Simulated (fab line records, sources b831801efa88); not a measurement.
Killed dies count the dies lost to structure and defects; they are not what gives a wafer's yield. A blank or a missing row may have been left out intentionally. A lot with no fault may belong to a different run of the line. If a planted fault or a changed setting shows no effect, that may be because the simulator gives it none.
A lot that was struck, set against a sound lot || flow sfq line || 37 steps out of a route of 325
Sound: wafers L642.3, L642.4, L642.6. Struck: wafers L637.1, L637.6 (left out: L637.5, a lot-mate that was not struck); the cause follows at the end.
At each step with rows: each side's tool, then ch and its chambers, then its first start. Under that, the readings that differ: sound wafers || struck wafers || difference of the means || sigmas: that difference in standard deviations of wafers without a fault.
alike: readings whose means differ by less than 2 such deviations, and words and numbers that are the same on both sides. not compared: withheld readings, readings that some wafer has no value for, bounds like >300 that may hide the same value, and numbers for which the record gives no deviation and whose values overlap.
Wherever a step has rows on one side only, a row that says differs or no value, or a row with sigmas, the two part there. Numbers that don't overlap but have no deviation are shown without sigmas and don't part them. A reading missing from all wafers of one side parts the sides only when that side holds two or more wafers.

SFQ_R5_THK_MEAS_934: measures by xrf.
  sound on film metro-03 at day 60 16:58; struck on film metro-04 at day 59 03:47
  alike: R5_MONX_THK
then, 6 steps without rows for these wafers: SFQ_TRILAYER_R5_LITHO_COAT_141 (resist thk 62 nm); SFQ_TRILAYER_R5_LITHO_COAT_136 (resist thk 600 nm); SFQ_TRILAYER_R5_LITHO_SOFTBAKE_140; SFQ_TRILAYER_R5_LITHO_EXPOSE_137 (exposes mask R5, target cd 500 nm); SFQ_TRILAYER_R5_LITHO_PEB_139 (peb time 60 s); SFQ_TRILAYER_R5_LITHO_DEVELOP_138 (time 60 s).
-- the record jumps here: 6 days lie between the struck wafers' starts before and after --
SFQ_R5_OVL_MEAS_935:
  sound on overlay-02 at day 66 17:29; struck on overlay-02 at day 65 03:04
  alike: R5_OVL
then, 1 step without rows for these wafers: SFQ_TRILAYER_R5_BARC_OPEN_METAL_ETCH_177 (etches BARC in O2, target depth 125 nm, time 41.7 s).
SFQ_TRILAYER_R5_ETCH_METAL_ETCH_139: etches the open film in Cl2, stops on SiO2, target depth 60 nm, time 40 s.
  sound on rie metal-04 ch 0,1, day 66 17:35; struck on rie metal-04 ch 1, day 65 03:10
  alike: drypump motor current A, oes product au
  not compared: rf hours counter h
then, 2 steps without rows for these wafers: SFQ_TRILAYER_R5_STRIP_STRIP_140 (strips in O2); SFQ_TRILAYER_R5_STRIP_SOLV_CLEAN_141 (cleans in NMP, time 600 s).
SFQ_TRILAYER_A5C_DEP_PECVD_142: deposits SiO2 from SiH4/N2O, time 15.556 s, target thk 70 nm.
  sound on pecvd-03 ch 0,1, day 66 18:24; struck on pecvd-04 ch 0,2, day 65 04:00
{"reading": "model.SiO2_of_TRILAYER_A5C_DEP_PECVD_142.thk nm (nm)", "sound": "68.81 69.89 69.67", "struck": "60.91 62.46", "difference": -7.77, "sigmas": ""}
  alike: heater power w, throttle valve pct
then, 6 steps without rows for these wafers: SFQ_TRILAYER_I5_LITHO_COAT_149 (resist thk 62 nm); SFQ_TRILAYER_I5_LITHO_COAT_144 (resist thk 650 nm); SFQ_TRILAYER_I5_LITHO_SOFTBAKE_148; SFQ_TRILAYER_I5_LITHO_EXPOSE_145 (exposes mask I5, target cd 700 nm); SFQ_TRILAYER_I5_LITHO_PEB_147 (peb time 60 s); SFQ_TRILAYER_I5_LITHO_DEVELOP_146 (time 60 s).
-- the record jumps here: 6 days lie between the struck wafers' starts before and after --
SFQ_I5_OVL_MEAS_936:
  sound on overlay-02 at day 72 13:25; struck on overlay-02 at day 71 01:24
  alike: I5_OVL
then, 1 step without rows for these wafers: SFQ_TRILAYER_I5_BARC_OPEN_VIA_ETCH_200 (etches BARC in O2, target depth 125 nm, time 41.7 s).
SFQ_TRILAYER_I5_ETCH_VIA_ETCH_147: etches the open film in CHF3, stops on Nb, target depth 360 nm.
  sound on rie diel-04 ch 0,2,3, day 72 13:28; struck on rie diel-03 ch 0, day 71 01:28
  alike: drypump motor current A, oes product au
SFQ_TRILAYER_I5_STRIP_STRIP_148: strips in O2.
  sound on rie metal-03 ch 0,1, day 72 13:49; struck on rie metal-02 ch 1, day 71 01:37
{"reading": "oes product au (a.u.)", "sound": "1.004 1.003 0.997", "struck": "0.982 0.972", "difference": -0.024, "sigmas": -2}
  alike: drypump motor current A, platen temp c
  not compared: rf hours counter h
then, 7 steps without rows for these wafers: SFQ_TRILAYER_I5_STRIP_SOLV_CLEAN_149 (cleans in NMP, time 600 s); SFQ_TRILAYER_C5_LITHO_COAT_156 (resist thk 62 nm); SFQ_TRILAYER_C5_LITHO_COAT_151 (resist thk 650 nm); SFQ_TRILAYER_C5_LITHO_SOFTBAKE_155; SFQ_TRILAYER_C5_LITHO_EXPOSE_152 (exposes mask C5, target cd 500 nm); SFQ_TRILAYER_C5_LITHO_PEB_154 (peb time 60 s); SFQ_TRILAYER_C5_LITHO_DEVELOP_153 (time 60 s).
-- the record jumps here: 4 days lie between the struck wafers' starts before and after --
SFQ_C5_OVL_MEAS_937:
  sound on overlay-02 at day 76 09:50; struck on overlay-01 at day 75 07:11
{"reading": "C5_OVL (nm)", "sound": "-7 -15 -15", "struck": "6 6", "difference": "+18", "sigmas": "+3"}
SFQ_TRILAYER_C5_BARC_OPEN_VIA_ETCH_210: etches BARC in O2, target depth 125 nm, time 41.7 s.
  sound on rie diel-03 ch 1,2,3, day 76 09:51; struck on rie diel-04 ch 1,2, day 75 07:14
  alike: drypump motor current A, oes product au
  not compared: rf hours counter h
SFQ_TRILAYER_C5_ETCH_VIA_ETCH_154: etches SiO2 in CHF3, stops on Nb, target depth 84 nm.
  sound on rie diel-03 ch 1,2,3, day 76 09:53; struck on rie diel-04 ch 1,2, day 75 07:16
{"reading": "oes product au (a.u.)", "sound": "0.880 0.893 0.894", "struck": "0.826 0.839", "difference": -0.056, "sigmas": -7}
{"reading": "model.C5.feature depth nm (nm)", "sound": "68.81 69.89 69.67", "struck": "60.91 62.46", "difference": -7.77, "sigmas": ""}
{"reading": "model.etch.depth nm (nm)", "sound": "68.81 69.89 69.67", "struck": "60.91 62.46", "difference": -7.77, "sigmas": ""}
  alike: drypump motor current A
then, 2 steps without rows for these wafers: SFQ_TRILAYER_C5_STRIP_STRIP_155 (strips in O2); SFQ_TRILAYER_C5_STRIP_SOLV_CLEAN_156 (cleans in NMP, time 600 s).
SFQ_TRILAYER_M6_DEP_PRE_CLEAN_158: time 22.5 s.
  sound on pvd sputter-06 at day 76 10:44; struck on pvd sputter-05 at day 75 08:05
{"reading": "model.SiO2_of_TRILAYER_A5C_DEP_PECVD_142.thk nm (nm)", "sound": "61.31 62.39 62.17", "struck": "53.41 54.96", "difference": -7.77, "sigmas": ""}
SFQ_TRILAYER_M6_DEP_SPUTTER_157: material Nb, target thk 200 nm, time 133.3 s.
  sound on pvd sputter-06 at day 76 10:46; struck on pvd sputter-05 at day 75 08:07
  alike: throttle valve pct

== WHERE THEY PART ==
First at SFQ_TRILAYER_I5_STRIP_STRIP_148; last, within this record, at SFQ_TRILAYER_C5_ETCH_VIA_ETCH_154. Later steps at which nothing parts them and some readings are alike: SFQ_TRILAYER_M6_DEP_SPUTTER_157.

WHY: what the simulator had put in
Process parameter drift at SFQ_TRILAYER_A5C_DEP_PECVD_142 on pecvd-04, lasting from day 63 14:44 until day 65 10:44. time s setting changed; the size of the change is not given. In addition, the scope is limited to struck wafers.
